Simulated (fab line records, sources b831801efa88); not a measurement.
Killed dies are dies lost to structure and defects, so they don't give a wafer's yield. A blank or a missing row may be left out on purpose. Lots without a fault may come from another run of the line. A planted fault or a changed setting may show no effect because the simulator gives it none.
Chamber matching | flow sky130 | SKY_VIA2_ETCH_15 on rie_diel-01: 4 sister chambers
The step etches SiO2 in C4F8/O2/Ar, stops on TiN, target depth 546 nm, time 84 s. 16 wafers are shown with their chamber, then 8 later ones without.

WAFERS WITH THEIR CHAMBER
wafer  | chamber | oes_product_au (a.u.)
L270.2 | 2       | 0.940
L270.3 | 0       | 0.938
L270.4 | 3       | 0.935
L274.2 | 2       | 0.943
L274.3 | 1       | 0.929
L274.6 | 1       | 0.941
L275.1 | 2       | 0.945
L275.2 | 3       | 0.941
L275.3 | 0       | 0.938
L278.2 | 1       | 0.939
L278.4 | 2       | 0.939
L278.6 | 0       | 0.932
L279.3 | 0       | 0.934
L279.4 | 1       | 0.935
L279.5 | 3       | 0.945
L286.1 | 2       | 0.939

SIGNATURES (means of the wafers above)
reading        | chamber 0 | chamber 1 | chamber 2 | chamber 3 | scatter within a chamber
oes_product_au | 0.93550   | 0.93600   | 0.94120   | 0.94033   | 0.00398
Rule: a wafer's distance from a chamber is the root of the sum, over the readings, of the square of ((its reading less the chamber's mean) divided by the reading's scatter). The wafer belongs to the nearest chamber; if the next one is less than 2 further off, it can't be placed. The scatter: the root of (the sum of the squares of (reading less its chamber's mean) over the shown wafers, divided by (wafers less chambers)).

WAFERS WITHOUT THEIR CHAMBER
wafer  | oes_product_au (a.u.)
L286.2 | 0.940
L286.6 | 0.941
L287.2 | 0.946
L287.3 | 0.933
L287.6 | 0.949
L288.1 | 0.944
L288.3 | 0.939
L288.5 | 0.937

WHICH CHAMBER EACH WENT THROUGH
wafer  | from the rows above               | in truth
L286.2 | can't be placed: 3 or 2 or 1 or 0 | 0
L286.6 | can't be placed: 2 or 3 or 1 or 0 | 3
L287.2 | can't be placed: 2 or 3 or 1 or 0 | 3
L287.3 | can't be placed: 0 or 1 or 3 or 2 | 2
L287.6 | can't be placed: 2 or 3 or 1 or 0 | 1
L288.1 | can't be placed: 2 or 3 or 1 or 0 | 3
L288.3 | can't be placed: 3 or 2 or 1 or 0 | 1
L288.5 | can't be placed: 1 or 0 or 3 or 2 | 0
Placed correctly: 0 of 8. Can't be placed from these rows: 8 (the true chamber is among the candidates in 8). Placed wrongly: 0.
